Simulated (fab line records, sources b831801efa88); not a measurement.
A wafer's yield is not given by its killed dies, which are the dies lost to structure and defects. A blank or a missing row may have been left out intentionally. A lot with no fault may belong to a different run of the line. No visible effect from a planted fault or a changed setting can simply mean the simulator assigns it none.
One fault seen from 2 desks	flow sky130	each desk has only its own numbers; what lay behind them comes last

== TOOL OWNER'S DESK, lpcvd-01 ==
The tool's own readings at SKY_POLY_GATE_CVD_00 (deposits poly-Si, target thk 180 nm, time 720 s): means of the sampled wafers that have a number, for each lot that ran on this tool. A lot is out of limits, marked OUT, if its mean lies more than 4 standard deviations from the usual mean; the brackets give that distance.
Columns: A = pressure_mtorr at SKY_POLY_GATE_CVD_00, usual 200.0 mTorr; B = spike_tc_bottom_C at SKY_POLY_GATE_CVD_00, usual 641.7 C
lot	first seen here	A	B
L248	day 14 18:52	200.5	643.0
L249	day 15 08:20	199.8	640.8
L252	day 15 13:48	200.1	641.8
L254	day 16 07:59	100.1 (-99 or more) OUT	640.3
L264	day 20 15:10	200.4	642.0
L266	day 20 15:10	200.0	640.3
L267	day 20 20:26	200.2	642.5
L268	day 21 04:08	199.4	641.4
L269	day 21 08:50	200.0	643.1
L270	day 21 16:49	199.1	640.4
L271	day 21 18:54	200.1	642.2
Finding of this desk: L254 out of limits; the first was L254 at day 16 07:59, on pressure_mtorr at SKY_POLY_GATE_CVD_00. Within limits: L248, L249, L252, L264, L266, L267, L268, L269, L270, L271.

== THE METROLOGY DESK ==
What the gauges read, lot by lot, whatever tool the lot ran on: means of the sampled wafers that have a number. A lot is out of limits, marked OUT, if its mean lies more than 4 standard deviations from the usual mean; the brackets give that distance.
Columns: A = SONOS_ONO_CVD_02_THK at SKY_SONOS_ONO_THK_MEAS_03, usual 10.41 nm; B = POLY_GATE_CVD_00_THK at SKY_POLY_GATE_THK_MEAS_01, usual 180.9 nm
lot	first seen here	A	B
L248	day 12 05:52	10.64	182.1
L249	day 12 18:17	10.32	179.4
L252	day 13 01:52	10.68	180.0
L254	day 13 15:24	10.73	127.9 (-31) OUT
L264	day 17 04:13	10.30	184.6
L266	day 17 04:15	10.23	178.9
L267	day 17 23:08	10.40	179.3
L268	day 18 09:05	10.39	181.7
L269	day 18 13:34	10.39	181.8
L270	day 18 20:01	10.33	179.8
L271	day 18 22:56	10.36	177.5
This desk's result: L254 out of limits, first on L254 (POLY_GATE_CVD_00_THK at SKY_POLY_GATE_THK_MEAS_01), day 16 09:11. Within limits: L248, L249, L252, L264, L266, L267, L268, L269, L270, L271.

== TAKEN TOGETHER ==
At day 16 07:59, on L254, the tool owner's desk was in a position to raise an alarm.
The metrology desk could have raised an alarm at day 16 09:11, on L254.
On lpcvd-01, each named lot ran SKY_POLY_GATE_CVD_00.

== WHAT THE SIMULATOR HAD INSERTED ==
lpcvd-01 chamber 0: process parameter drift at SKY_POLY_GATE_CVD_00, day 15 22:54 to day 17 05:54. Setting pressure_mtorr, moved by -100, from 200.
Shown lots that were struck: L254.
Time in hours from fault onset to the first out-of-limits reading at each desk: tool owner's desk 9, metrology desk 10.
